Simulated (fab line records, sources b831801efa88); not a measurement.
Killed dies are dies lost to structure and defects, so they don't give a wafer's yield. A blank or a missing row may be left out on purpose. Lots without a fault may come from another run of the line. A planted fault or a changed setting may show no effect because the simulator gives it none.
A struck lot beside a sound one | flow sky130 | 29 steps out of a route of 708
Sound: wafers L430.2, L430.3, L430.4. Struck: wafers L419.1, L419.3, L419.6. The cause comes at the end.
At each step with rows: each side's tool, then ch and its chambers, then its first start. Under that, the readings that differ: sound wafers | struck wafers | difference of the means | sigmas: that difference in standard deviations of wafers without a fault.
alike: readings whose means differ by less than 2 such deviations, and words and numbers that are the same on both sides. not compared: withheld readings, readings that some wafer has no value for, bounds like >300 that may hide the same value, and numbers for which the record gives no deviation and whose values overlap.
The two part at a step that has a row with sigmas, a row that says differs or no value, or rows on one side only. Numbers that don't overlap but have no deviation are shown without sigmas and don't part them. A reading that every wafer of one side lacks parts them only if that side has two wafers or more.

first, 2 steps without rows for these wafers: SKY_METAL3_PEB_11; SKY_METAL3_DEVELOP_12 (develop time 60 s).
SKY_METAL3_CD_MEAS_13: target cd 300 nm.
  sound on cd_sem-02, day 43 07:09; struck on cd_sem-02, day 40 17:47
  alike: cd_nm
SKY_METAL3_OVL_MEAS_14:
  sound on overlay-02, day 43 07:16; struck on overlay-01, day 40 17:54
  reading         | sound    | struck | difference | sigmas
  METAL3_OVL (nm) | -1 -3 -8 | 9 7 7  | +12        | +2
then, 1 step without rows for these wafers: SKY_METAL3_DESCUM_15 (chemistry O2, time 8 s).
SKY_METAL3_ETCH_16: etches BARC in N2/H2, stops on SiO2, time 88.2 s, target depth 60 nm.
  sound on rie_metal-02 ch 0,1, day 43 07:19; struck on rie_metal-02 ch 0,1, day 40 17:58
  alike: drypump_motor_current_A, oes_product_au, throttle_valve_pct
  not compared: rf_hours_counter_h
then, 1 step without rows for these wafers: SKY_METAL3_ETCH_17 (etches SiO2 in C4F8/O2/Ar, stops on TiN, time 3.9 s, target depth 15 nm).
SKY_METAL3_METAL_ETCH_18: etches the open film in Cl2/BCl3, stops on SiO2, target depth 845 nm, time 183.1 s.
  sound on rie_metal-04 ch 0,1, day 43 07:26; struck on rie_metal-03 ch 1, day 40 18:05
  reading                     | sound       | struck      | difference | sigmas
  drypump_motor_current_A (A) | 5.6 6.2 5.7 | 4.9 4.9 4.9 | -0.9       | -2
  alike: oes_product_au, throttle_valve_pct
  not compared: rf_hours_counter_h
SKY_METAL3_STRIP_19: strips in O2/N2.
  sound on plasma_asher-02 ch 0,1, day 43 07:37; struck on plasma_asher-03 ch 0,1, day 40 18:16
  reading                     | sound       | struck      | difference | sigmas
  drypump_motor_current_A (A) | 4.7 5.5 4.7 | 5.3 6.2 6.2 | +0.9       | +2
  alike: oes_product_au, strip_time_to_endpoint_s
  not compared: rf_hours_counter_h
then, 3 steps without rows for these wafers: SKY_METAL3_STRIP_20 (strips in post etch residue remover, time 1200 s); SKY_METAL3_CLEAN_21 (cleans in IPA, time 180 s); SKY_METAL3_CLEAN_22 (cleans in O3/DIW).
SKY_VIA3_HDPCVD_00: deposits SiO2, target thk 1635 nm, time 272.5 s.
  sound on hdpcvd-02 ch 0,1, day 43 08:15; struck on hdpcvd-02 ch 0,1,2, day 40 18:56
  no value came back on the struck wafers for pressure_mtorr (mTorr), run_length_s (s); on the sound wafers pressure_mtorr (mTorr) reads 6.008 5.992 6.008
SKY_VIA3_CMP_02: polishes SiO2.
  sound on cmp-02 ch 0,2,3, day 43 08:29; struck on cmp-02 ch 0,2,3, day 40 19:16
  alike: motor_current_A, platen_rpm
SKY_VIA3_BOW_MEAS_03:
  sound on film_metro-04, day 43 08:48; struck on film_metro-03, day 40 19:28
  alike: VIA3_BOW
then, 8 steps without rows for these wafers: SKY_VIA3_DEHYDRATE_04 (time 60 s); SKY_VIA3_HMDS_05 (prime time 60 s); SKY_VIA3_COAT_06 (resist thk 60 nm); SKY_VIA3_COAT_07 (resist thk 450 nm); SKY_VIA3_SOFTBAKE_08 (time 90 s); SKY_VIA3_EXPOSE_09 (exposes mask VIM3, target cd 200 nm); SKY_VIA3_PEB_10; SKY_VIA3_DEVELOP_11 (develop time 60 s).
SKY_VIA3_CD_MEAS_12: target cd 200 nm.
  sound on cd_sem-01, day 44 08:33; struck on cd_sem-01, day 41 19:38
  alike: cd_nm
SKY_VIA3_OVL_MEAS_13:
  sound on overlay-02, day 44 08:40; struck on overlay-02, day 41 19:45
  alike: VIA3_OVL
then, 1 step without rows for these wafers: SKY_VIA3_ETCH_14 (etches BARC in N2/H2, stops on SiO2, time 45.9 s, target depth 60 nm).
SKY_VIA3_ETCH_15: etches SiO2 in C4F8/O2/Ar, stops on TiN, target depth 507 nm, time 78 s.
  sound on rie_diel-03 ch 0,1,2, day 44 08:44; struck on rie_diel-03 ch 0,1,3, day 41 19:50
  reading                  | sound             | struck            | difference | sigmas
  oes_product_au (a.u.)    | 0.937 0.939 0.948 | 0.383 0.380 0.372 | -0.563     | -99 or more
  model.etch.depth_nm (nm) | 464.3 463.9 464.4 | 0 0 0             | -464       |
  not compared: rf_hours_counter_h
SKY_VIA3_STRIP_16: strips in O2/N2.
  sound on plasma_asher-03 ch 0,1, day 44 08:47; struck on plasma_asher-04 ch 0,1, day 41 19:53
  alike: drypump_motor_current_A, oes_product_au, strip_time_to_endpoint_s
  not compared: rf_hours_counter_h
-- the record jumps here: 6 days lie between the struck wafers' starts before and after (it left off in module VIA3 and takes up again in module PAD_OPEN, whose first step shown is number 708 of the route) --
SKY_PAD_OPEN_PROBE_99:
  sound on prober-02, day 49 19:11; struck on prober-01, day 47 22:47
  reading                  | sound          | struck         | difference | sigmas
  defect_limited_yield (%) | 84.3 85.0 83.3 | 0 0 0          | -84        | -47
  killed_at_M0_to_M3       | 39 32 47       | 485 476 484    | +442       | +61
  killed_at_contacts       | 21 25 18       | 4 9 5          | -15        | -3
  killed_at_front_end      | 14 14 13       | 2 6 2          | -10        | -3
  killed_dies              | 77 74 82       | 492 492 492    | +414       | +46
  killed_on_rim            | 15 18 15       | 96 96 96       | +80        | +24
  killed_open              | 37 39 42       | 4 17 14        | -28        | -4
  killed_short             | 38 34 40       | 9 11 7         | -28        | -5
  sort_bin_3_pad_short (%) | 0.8 1.0 1.2    | 29.7 21.5 24.2 | +24.1      | +59
  sort_bin_5_function (%)  | 9.6 8.9 9.3    | 68.7 77.4 73.4 | +63.9      | +49
  sort_bin_6_memory (%)    | 5.3 5.1 6.1    | 1.6 1.0 2.4    | -3.8       | -3
  sort_n_pass              | 415 418 410    | 0 0 0          | -414       | -46
  sort_yield_pct (%)       | 84.3 85.0 83.3 | 0 0 0          | -84        | -47
  alike: killed_at_M4_up, killed_at_other

WHERE THEY PART
First at SKY_METAL3_OVL_MEAS_14; last, within this record, at SKY_PAD_OPEN_PROBE_99.

WHY: what the simulator had put in
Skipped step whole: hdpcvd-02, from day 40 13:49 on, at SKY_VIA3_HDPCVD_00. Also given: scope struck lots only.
